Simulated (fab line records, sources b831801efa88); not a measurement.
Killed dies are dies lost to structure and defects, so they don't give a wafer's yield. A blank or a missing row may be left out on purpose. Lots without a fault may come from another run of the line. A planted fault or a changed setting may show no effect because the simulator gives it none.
Which tool did it? | flow gf180mcu | 7 lots, 20 wafers sampled, at 4 steps of a route of 602

WHAT THE GAUGES READ, wafer by wafer
GF_CONTACT_OVL_MEAS_15.
lot  | measured     | on         | CONTACT_OVL (nm)
L846 | day 16 11:16 | overlay-01 | -1 -3 2
L849 | day 17 13:07 | overlay-01 | 7 5 4
L852 | day 18 13:25 | overlay-01 | 12 8 10
L854 | day 19 09:16 | overlay-01 | -7 -10 -1
L857 | day 20 12:25 | overlay-01 | -7 0 1
L864 | day 22 21:43 | overlay-02 | 13 8
L868 | day 24 13:08 | overlay-02 | 7 5 4

WHICH TOOL RAN EACH LOT (tool, then ch and the chambers of the sampled wafers, then the start)
lot  | GF_POLY_GATE_DEVELOP_09           | GF_POLY_GATE_STRIP_14                | GF_SALICIDE_SPUTTER_03
L846 | litho_track-02 ch 0, day 9 11:22  | plasma_asher-01 ch 0,1, day 9 11:46  | pvd_sputter-04, day 15 12:13
L849 | litho_track-02 ch 0, day 10 10:01 | plasma_asher-02 ch 0,1, day 10 10:26 | pvd_sputter-04, day 16 14:58
L852 | litho_track-02 ch 0, day 11 05:31 | plasma_asher-03 ch 0,1, day 11 05:56 | pvd_sputter-03, day 17 12:52
L854 | litho_track-01 ch 0, day 11 20:44 | plasma_asher-01 ch 0, day 11 21:09   | pvd_sputter-03, day 18 08:24
L857 | litho_track-01 ch 0, day 12 16:56 | plasma_asher-01 ch 0,1, day 12 17:21 | pvd_sputter-04, day 19 10:40
L864 | litho_track-02 ch 0, day 14 20:37 | plasma_asher-03 ch 0,1, day 14 21:00 | pvd_sputter-04, day 21 21:09
L868 | litho_track-01 ch 0, day 16 01:20 | plasma_asher-03 ch 0,1, day 16 01:45 | pvd_sputter-03, day 23 14:16
- GF_POLY_GATE_DEVELOP_09: develop time 60 s.
- GF_POLY_GATE_STRIP_14: strips in O2/N2.
- GF_SALICIDE_SPUTTER_03: material TiN, target thk 20 nm, time 16.7 s.

THE ANSWER, worked out from the rows above alone
Rule: what is usual is taken from the lots themselves. Put in order of their means at a reading, lots are off if they are a third of the lots or fewer, leave a main group of 4 or more, and stand apart from it by a gap of 3 or more times the standard deviation of the main group's means; of several such gaps the widest counts. A main group whose means are all the same, to the digits that the tables above print for the reading, isn't used. A lot without any number at a reading at which 4 lots or more have one is off too. The other lots that the step has rows for count as sound.
No lot is off at any reading shown: from this, nothing can be told.

WHAT THE SIMULATOR HAD PUT IN
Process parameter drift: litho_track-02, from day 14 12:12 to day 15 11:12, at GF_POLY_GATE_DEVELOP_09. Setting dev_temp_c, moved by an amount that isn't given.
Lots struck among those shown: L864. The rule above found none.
